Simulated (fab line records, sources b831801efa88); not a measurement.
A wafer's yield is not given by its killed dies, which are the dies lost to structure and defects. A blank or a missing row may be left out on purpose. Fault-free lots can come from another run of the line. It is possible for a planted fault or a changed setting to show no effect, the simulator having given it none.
Which tool did it? || flow sfq_line || 14 lots, 40 wafers sampled, at 4 steps of a route of 325

== WHAT THE GAUGES READ, wafer by wafer ==
SFQ_M8_OVL_MEAS_948.
{"lot": "L449", "measured": "day 71 10:44", "on": "overlay-01", "M8_OVL (nm)": "4 3 -1"}
{"lot": "L450", "measured": "day 71 22:44", "on": "overlay-02", "M8_OVL (nm)": "-9 -10 -3"}
{"lot": "L451", "measured": "day 72 01:08", "on": "overlay-02", "M8_OVL (nm)": "-4 -10 -4"}
{"lot": "L455", "measured": "day 73 11:20", "on": "overlay-02", "M8_OVL (nm)": "0 -1 5"}
{"lot": "L457", "measured": "day 74 00:32", "on": "overlay-02", "M8_OVL (nm)": "-6 -7"}
{"lot": "L462", "measured": "day 80 09:46", "on": "overlay-01", "M8_OVL (nm)": "9 5"}
{"lot": "L463", "measured": "day 80 15:32", "on": "overlay-01", "M8_OVL (nm)": "2 -3 -4"}
{"lot": "L465", "measured": "day 81 11:57", "on": "overlay-01", "M8_OVL (nm)": "-4 -5 -1"}
{"lot": "L467", "measured": "day 82 22:30", "on": "overlay-02", "M8_OVL (nm)": "1 0 1"}
{"lot": "L468", "measured": "day 83 00:53", "on": "overlay-02", "M8_OVL (nm)": "-8 -1 -4"}
{"lot": "L469", "measured": "day 83 06:53", "on": "overlay-01", "M8_OVL (nm)": "1 -3 3"}
{"lot": "L470", "measured": "day 83 09:17", "on": "overlay-01", "M8_OVL (nm)": "-7 7 -8"}
{"lot": "L471", "measured": "day 83 11:41", "on": "overlay-01", "M8_OVL (nm)": "6 -1 -4"}
{"lot": "L472", "measured": "day 83 14:06", "on": "overlay-01", "M8_OVL (nm)": "12 6 10"}

== TOOL THAT RAN EACH LOT (tool first, then ch and the chambers of the sampled wafers, then the start) ==
{"lot": "L449", "SFQ_TRILAYER_I1_VIA_STRIP_STRIP_053": "rie_metal-04 ch 0,1, day 20 16:44", "SFQ_TRILAYER_I3_VIA_BARC_OPEN_VIA_ETCH_121": "rie_diel-01 ch 0,1,3, day 34 06:17", "SFQ_TRILAYER_I7_VIA_BARC_OPEN_VIA_ETCH_260": "rie_diel-04 ch 0,1,3, day 70 14:35"}
{"lot": "L450", "SFQ_TRILAYER_I1_VIA_STRIP_STRIP_053": "rie_metal-04 ch 0,1, day 21 01:04", "SFQ_TRILAYER_I3_VIA_BARC_OPEN_VIA_ETCH_121": "rie_diel-01 ch 1,2,3, day 35 01:37", "SFQ_TRILAYER_I7_VIA_BARC_OPEN_VIA_ETCH_260": "rie_diel-03 ch 0,3, day 71 03:47"}
{"lot": "L451", "SFQ_TRILAYER_I1_VIA_STRIP_STRIP_053": "rie_metal-01 ch 0,1, day 21 10:40", "SFQ_TRILAYER_I3_VIA_BARC_OPEN_VIA_ETCH_121": "rie_diel-04 ch 0,2, day 35 10:01", "SFQ_TRILAYER_I7_VIA_BARC_OPEN_VIA_ETCH_260": "rie_diel-02 ch 1,2,3, day 71 08:23"}
{"lot": "L455", "SFQ_TRILAYER_I1_VIA_STRIP_STRIP_053": "rie_metal-04 ch 0, day 26 02:59", "SFQ_TRILAYER_I3_VIA_BARC_OPEN_VIA_ETCH_121": "rie_diel-02 ch 1,2,3, day 39 07:46", "SFQ_TRILAYER_I7_VIA_BARC_OPEN_VIA_ETCH_260": "rie_diel-03 ch 1,2,3, day 73 06:31"}
{"lot": "L457", "SFQ_TRILAYER_I1_VIA_STRIP_STRIP_053": "rie_metal-01 ch 0,1, day 26 20:01", "SFQ_TRILAYER_I3_VIA_BARC_OPEN_VIA_ETCH_121": "rie_diel-02 ch 0,2, day 40 01:34", "SFQ_TRILAYER_I7_VIA_BARC_OPEN_VIA_ETCH_260": "rie_diel-02 ch 0, day 73 16:10"}
{"lot": "L462", "SFQ_TRILAYER_I1_VIA_STRIP_STRIP_053": "rie_metal-01 ch 0,1, day 28 10:40", "SFQ_TRILAYER_I3_VIA_BARC_OPEN_VIA_ETCH_121": "rie_diel-02 ch 0, day 41 21:33", "SFQ_TRILAYER_I7_VIA_BARC_OPEN_VIA_ETCH_260": "rie_diel-04 ch 0,3, day 77 02:00"}
{"lot": "L463", "SFQ_TRILAYER_I1_VIA_STRIP_STRIP_053": "rie_metal-02 ch 0,1, day 28 16:40", "SFQ_TRILAYER_I3_VIA_BARC_OPEN_VIA_ETCH_121": "rie_diel-04 ch 0,2,3, day 41 22:45", "SFQ_TRILAYER_I7_VIA_BARC_OPEN_VIA_ETCH_260": "rie_diel-03 ch 0,1,2, day 77 06:36"}
{"lot": "L465", "SFQ_TRILAYER_I1_VIA_STRIP_STRIP_053": "rie_metal-04 ch 0,1, day 29 11:25", "SFQ_TRILAYER_I3_VIA_BARC_OPEN_VIA_ETCH_121": "rie_diel-04 ch 0,1, day 42 20:09", "SFQ_TRILAYER_I7_VIA_BARC_OPEN_VIA_ETCH_260": "rie_diel-02 ch 1,2, day 78 01:08"}
{"lot": "L467", "SFQ_TRILAYER_I1_VIA_STRIP_STRIP_053": "rie_metal-02 ch 0,1, day 30 03:13", "SFQ_TRILAYER_I3_VIA_BARC_OPEN_VIA_ETCH_121": "rie_diel-04 ch 0,2,3, day 43 09:28", "SFQ_TRILAYER_I7_VIA_BARC_OPEN_VIA_ETCH_260": "rie_diel-02 ch 1,2, day 80 01:06"}
{"lot": "L468", "SFQ_TRILAYER_I1_VIA_STRIP_STRIP_053": "rie_metal-04 ch 0,1, day 30 07:49", "SFQ_TRILAYER_I3_VIA_BARC_OPEN_VIA_ETCH_121": "rie_diel-01 ch 0,1,2, day 43 13:04", "SFQ_TRILAYER_I7_VIA_BARC_OPEN_VIA_ETCH_260": "rie_diel-03 ch 1,2, day 80 04:42"}
{"lot": "L469", "SFQ_TRILAYER_I1_VIA_STRIP_STRIP_053": "rie_metal-01 ch 0,1, day 30 15:01", "SFQ_TRILAYER_I3_VIA_BARC_OPEN_VIA_ETCH_121": "rie_diel-01 ch 2,3, day 44 04:40", "SFQ_TRILAYER_I7_VIA_BARC_OPEN_VIA_ETCH_260": "rie_diel-03 ch 0,1,2, day 80 10:42"}
{"lot": "L470", "SFQ_TRILAYER_I1_VIA_STRIP_STRIP_053": "rie_metal-02 ch 0,1, day 30 17:37", "SFQ_TRILAYER_I3_VIA_BARC_OPEN_VIA_ETCH_121": "rie_diel-01 ch 0,2,3, day 44 09:28", "SFQ_TRILAYER_I7_VIA_BARC_OPEN_VIA_ETCH_260": "rie_diel-03 ch 0,1, day 80 14:18"}
{"lot": "L471", "SFQ_TRILAYER_I1_VIA_STRIP_STRIP_053": "rie_metal-04 ch 0,1, day 31 00:37", "SFQ_TRILAYER_I3_VIA_BARC_OPEN_VIA_ETCH_121": "rie_diel-02 ch 0,3, day 44 13:04", "SFQ_TRILAYER_I7_VIA_BARC_OPEN_VIA_ETCH_260": "rie_diel-04 ch 0,1,2, day 80 16:42"}
{"lot": "L472", "SFQ_TRILAYER_I1_VIA_STRIP_STRIP_053": "rie_metal-02 ch 0,1, day 31 03:13", "SFQ_TRILAYER_I3_VIA_BARC_OPEN_VIA_ETCH_121": "rie_diel-02 ch 0,1,2, day 44 17:52", "SFQ_TRILAYER_I7_VIA_BARC_OPEN_VIA_ETCH_260": "rie_diel-02 ch 1,2,3, day 80 19:06"}
- SFQ_TRILAYER_I1_VIA_STRIP_STRIP_053: strips in O2.
- SFQ_TRILAYER_I3_VIA_BARC_OPEN_VIA_ETCH_121: etches BARC in O2, target depth 125 nm, time 41.7 s.
- SFQ_TRILAYER_I7_VIA_BARC_OPEN_VIA_ETCH_260: etches BARC in O2, target depth 125 nm, time 41.7 s.

== AS READ BY THE TOOLS THEMSELVES (means over the sampled wafers that have a number; for cases with no such wafer, the mark the record gives instead) ==
SFQ_TRILAYER_I1_VIA_STRIP_STRIP_053.
{"lot": "L449", "tool": "rie_metal-04", "chamber_pressure_mTorr (mTorr)": 49.99, "drypump_motor_current_A (A)": 5.9, "oes_product_au (a.u.)": 1.004, "platen_temp_c (C)": 39.99}
{"lot": "L450", "tool": "rie_metal-04", "chamber_pressure_mTorr (mTorr)": 50.03, "drypump_motor_current_A (A)": 5.6, "oes_product_au (a.u.)": 1.010, "platen_temp_c (C)": 39.96}
{"lot": "L451", "tool": "rie_metal-01", "chamber_pressure_mTorr (mTorr)": 50.00, "drypump_motor_current_A (A)": 5.6, "oes_product_au (a.u.)": 0.995, "platen_temp_c (C)": 40.01}
{"lot": "L455", "tool": "rie_metal-04", "chamber_pressure_mTorr (mTorr)": 50.00, "drypump_motor_current_A (A)": 6.2, "oes_product_au (a.u.)": 0.998, "platen_temp_c (C)": 40.05}
{"lot": "L457", "tool": "rie_metal-01", "chamber_pressure_mTorr (mTorr)": 49.98, "drypump_motor_current_A (A)": 5.5, "oes_product_au (a.u.)": 1.002, "platen_temp_c (C)": 39.95}
{"lot": "L462", "tool": "rie_metal-01", "chamber_pressure_mTorr (mTorr)": 49.96, "drypump_motor_current_A (A)": 5.4, "oes_product_au (a.u.)": 0.992, "platen_temp_c (C)": 39.98}
{"lot": "L463", "tool": "rie_metal-02", "chamber_pressure_mTorr (mTorr)": 50.01, "drypump_motor_current_A (A)": 6.2, "oes_product_au (a.u.)": 0.995, "platen_temp_c (C)": 39.96}
{"lot": "L465", "tool": "rie_metal-04", "chamber_pressure_mTorr (mTorr)": 49.99, "drypump_motor_current_A (A)": 5.6, "oes_product_au (a.u.)": 1.005, "platen_temp_c (C)": 39.94}
{"lot": "L467", "tool": "rie_metal-02", "chamber_pressure_mTorr (mTorr)": 49.99, "drypump_motor_current_A (A)": 6.2, "oes_product_au (a.u.)": 0.994, "platen_temp_c (C)": 39.93}
{"lot": "L468", "tool": "rie_metal-04", "chamber_pressure_mTorr (mTorr)": 50.06, "drypump_motor_current_A (A)": 5.9, "oes_product_au (a.u.)": 0.991, "platen_temp_c (C)": 40.05}
{"lot": "L469", "tool": "rie_metal-01", "chamber_pressure_mTorr (mTorr)": 50.05, "drypump_motor_current_A (A)": 5.4, "oes_product_au (a.u.)": 0.999, "platen_temp_c (C)": 40.02}
{"lot": "L470", "tool": "rie_metal-02", "chamber_pressure_mTorr (mTorr)": 50.02, "drypump_motor_current_A (A)": 6.1, "oes_product_au (a.u.)": 1.000, "platen_temp_c (C)": 40.06}
{"lot": "L471", "tool": "rie_metal-04", "chamber_pressure_mTorr (mTorr)": 49.98, "drypump_motor_current_A (A)": 5.6, "oes_product_au (a.u.)": 1.005, "platen_temp_c (C)": 39.92}
{"lot": "L472", "tool": "rie_metal-02", "chamber_pressure_mTorr (mTorr)": 50.00, "drypump_motor_current_A (A)": 6.1, "oes_product_au (a.u.)": 0.993, "platen_temp_c (C)": 40.06}

SFQ_TRILAYER_I3_VIA_BARC_OPEN_VIA_ETCH_121.
{"lot": "L449", "tool": "rie_diel-01", "chamber_pressure_mTorr (mTorr)": 29.993, "drypump_motor_current_A (A)": 5.6, "oes_product_au (a.u.)": 0.682, "rf_fwd_power_W (W)": 492.6, "run_length_s (s)": 70.2}
{"lot": "L450", "tool": "rie_diel-01", "chamber_pressure_mTorr (mTorr)": 29.991, "drypump_motor_current_A (A)": 5.5, "oes_product_au (a.u.)": 0.684, "rf_fwd_power_W (W)": 495.4, "run_length_s (s)": 70.2}
{"lot": "L451", "tool": "rie_diel-04", "chamber_pressure_mTorr (mTorr)": 29.978, "drypump_motor_current_A (A)": 5.7, "oes_product_au (a.u.)": 0.683, "rf_fwd_power_W (W)": 494.5, "run_length_s (s)": 69.8}
{"lot": "L455", "tool": "rie_diel-02", "chamber_pressure_mTorr (mTorr)": 30.003, "drypump_motor_current_A (A)": 5.3, "oes_product_au (a.u.)": 0.683, "rf_fwd_power_W (W)": 494.5, "run_length_s (s)": 70.3}
{"lot": "L457", "tool": "rie_diel-02", "chamber_pressure_mTorr (mTorr)": 29.999, "drypump_motor_current_A (A)": 5.9, "oes_product_au (a.u.)": 0.660, "rf_fwd_power_W (W)": 495.6, "run_length_s (s)": 74.0}
{"lot": "L462", "tool": "rie_diel-02", "chamber_pressure_mTorr (mTorr)": 30.023, "drypump_motor_current_A (A)": 6.3, "oes_product_au (a.u.)": 0.659, "rf_fwd_power_W (W)": 497.4, "run_length_s (s)": 73.7}
{"lot": "L463", "tool": "rie_diel-04", "chamber_pressure_mTorr (mTorr)": 29.999, "drypump_motor_current_A (A)": 5.7, "oes_product_au (a.u.)": 0.691, "rf_fwd_power_W (W)": 492.7, "run_length_s (s)": 70.2}
{"lot": "L465", "tool": "rie_diel-04", "chamber_pressure_mTorr (mTorr)": 30.003, "drypump_motor_current_A (A)": 5.7, "oes_product_au (a.u.)": 0.684, "rf_fwd_power_W (W)": 493.1, "run_length_s (s)": 70.4}
{"lot": "L467", "tool": "rie_diel-04", "chamber_pressure_mTorr (mTorr)": 30.006, "drypump_motor_current_A (A)": 5.7, "oes_product_au (a.u.)": 0.688, "rf_fwd_power_W (W)": 493.9, "run_length_s (s)": 69.9}
{"lot": "L468", "tool": "rie_diel-01", "chamber_pressure_mTorr (mTorr)": 29.980, "drypump_motor_current_A (A)": 5.8, "oes_product_au (a.u.)": 0.687, "rf_fwd_power_W (W)": 493.8, "run_length_s (s)": 70.3}
{"lot": "L469", "tool": "rie_diel-01", "chamber_pressure_mTorr (mTorr)": 29.991, "drypump_motor_current_A (A)": 5.3, "oes_product_au (a.u.)": 0.687, "rf_fwd_power_W (W)": 494.3, "run_length_s (s)": 70.1}
{"lot": "L470", "tool": "rie_diel-01", "chamber_pressure_mTorr (mTorr)": 30.023, "drypump_motor_current_A (A)": 5.5, "oes_product_au (a.u.)": 0.682, "rf_fwd_power_W (W)": 491.8, "run_length_s (s)": 70.1}
{"lot": "L471", "tool": "rie_diel-02", "chamber_pressure_mTorr (mTorr)": 30.009, "drypump_motor_current_A (A)": 6.0, "oes_product_au (a.u.)": 0.685, "rf_fwd_power_W (W)": 495.0, "run_length_s (s)": 69.7}
{"lot": "L472", "tool": "rie_diel-02", "chamber_pressure_mTorr (mTorr)": 29.995, "drypump_motor_current_A (A)": 5.7, "oes_product_au (a.u.)": 0.683, "rf_fwd_power_W (W)": 494.5, "run_length_s (s)": 70.2}

SFQ_TRILAYER_I7_VIA_BARC_OPEN_VIA_ETCH_260.
{"lot": "L449", "tool": "rie_diel-04", "chamber_pressure_mTorr (mTorr)": 29.981, "drypump_motor_current_A (A)": 5.5, "oes_product_au (a.u.)": 0.684, "rf_fwd_power_W (W)": 493.2, "run_length_s (s)": 70.4}
{"lot": "L450", "tool": "rie_diel-03", "chamber_pressure_mTorr (mTorr)": 30.007, "drypump_motor_current_A (A)": 6.1, "oes_product_au (a.u.)": 0.689, "rf_fwd_power_W (W)": 492.6, "run_length_s (s)": 70.4}
{"lot": "L451", "tool": "rie_diel-02", "chamber_pressure_mTorr (mTorr)": 29.995, "drypump_motor_current_A (A)": 5.3, "oes_product_au (a.u.)": 0.686, "rf_fwd_power_W (W)": 492.2, "run_length_s (s)": 70.5}
{"lot": "L455", "tool": "rie_diel-03", "chamber_pressure_mTorr (mTorr)": 30.008, "drypump_motor_current_A (A)": 5.6, "oes_product_au (a.u.)": 0.686, "rf_fwd_power_W (W)": 492.0, "run_length_s (s)": 70.2}
{"lot": "L457", "tool": "rie_diel-02", "chamber_pressure_mTorr (mTorr)": 29.987, "drypump_motor_current_A (A)": 6.4, "oes_product_au (a.u.)": 0.686, "rf_fwd_power_W (W)": 497.3, "run_length_s (s)": 69.6}
{"lot": "L462", "tool": "rie_diel-04", "chamber_pressure_mTorr (mTorr)": 29.989, "drypump_motor_current_A (A)": 5.8, "oes_product_au (a.u.)": 0.689, "rf_fwd_power_W (W)": 493.8, "run_length_s (s)": 70.4}
{"lot": "L463", "tool": "rie_diel-03", "chamber_pressure_mTorr (mTorr)": 29.999, "drypump_motor_current_A (A)": 5.7, "oes_product_au (a.u.)": 0.684, "rf_fwd_power_W (W)": 493.6, "run_length_s (s)": 69.8}
{"lot": "L465", "tool": "rie_diel-02", "chamber_pressure_mTorr (mTorr)": 29.969, "drypump_motor_current_A (A)": 5.3, "oes_product_au (a.u.)": 0.688, "rf_fwd_power_W (W)": 493.9, "run_length_s (s)": 70.3}
{"lot": "L467", "tool": "rie_diel-02", "chamber_pressure_mTorr (mTorr)": 30.001, "drypump_motor_current_A (A)": 5.3, "oes_product_au (a.u.)": 0.685, "rf_fwd_power_W (W)": 493.1, "run_length_s (s)": 70.5}
{"lot": "L468", "tool": "rie_diel-03", "chamber_pressure_mTorr (mTorr)": 30.020, "drypump_motor_current_A (A)": 5.5, "oes_product_au (a.u.)": 0.684, "rf_fwd_power_W (W)": 493.7, "run_length_s (s)": 69.9}
{"lot": "L469", "tool": "rie_diel-03", "chamber_pressure_mTorr (mTorr)": 29.964, "drypump_motor_current_A (A)": 5.8, "oes_product_au (a.u.)": 0.687, "rf_fwd_power_W (W)": 491.5, "run_length_s (s)": 69.8}
{"lot": "L470", "tool": "rie_diel-03", "chamber_pressure_mTorr (mTorr)": 29.998, "drypump_motor_current_A (A)": 6.1, "oes_product_au (a.u.)": 0.684, "rf_fwd_power_W (W)": 492.7, "run_length_s (s)": 69.9}
{"lot": "L471", "tool": "rie_diel-04", "chamber_pressure_mTorr (mTorr)": 30.010, "drypump_motor_current_A (A)": 5.5, "oes_product_au (a.u.)": 0.687, "rf_fwd_power_W (W)": 495.0, "run_length_s (s)": 70.4}
{"lot": "L472", "tool": "rie_diel-02", "chamber_pressure_mTorr (mTorr)": 29.997, "drypump_motor_current_A (A)": 5.3, "oes_product_au (a.u.)": 0.680, "rf_fwd_power_W (W)": 492.2, "run_length_s (s)": 70.2}

== THE ANSWER, worked out from the rows above alone ==
Rule: the lots themselves supply what counts as usual. Put in order of their means at a reading, lots are off if they are a third of the lots or fewer, leave a main group of 4 or more, and stand apart from it by a gap of 3 or more times the standard deviation of the main group's means; of several such gaps the widest counts. A main group is skipped when, at the precision printed for the reading in the tables above, its means are all equal. A lot without any number at a reading at which 4 lots or more have one is off too. All remaining lots with rows at the step are treated as sound. The gauges are gone through in route order, then the tools' own readings, and for those a lot's mean is taken as printed above. The first step at which some lot is off is used, and at that step the reading that is off furthest; a lot without a number counts as furthest.
Off: L457, L462 (SFQ_TRILAYER_I3_VIA_BARC_OPEN_VIA_ETCH_121, run_length_s). For the main group the mean is 70.1 s and the standard deviation 0.2.
If a tool, at that step or one of the process steps before it, ran each lot that is off and ran no sound lot following the first of them, it fits. None of those tried fits.

== WHAT THE SIMULATOR HAD INSERTED ==
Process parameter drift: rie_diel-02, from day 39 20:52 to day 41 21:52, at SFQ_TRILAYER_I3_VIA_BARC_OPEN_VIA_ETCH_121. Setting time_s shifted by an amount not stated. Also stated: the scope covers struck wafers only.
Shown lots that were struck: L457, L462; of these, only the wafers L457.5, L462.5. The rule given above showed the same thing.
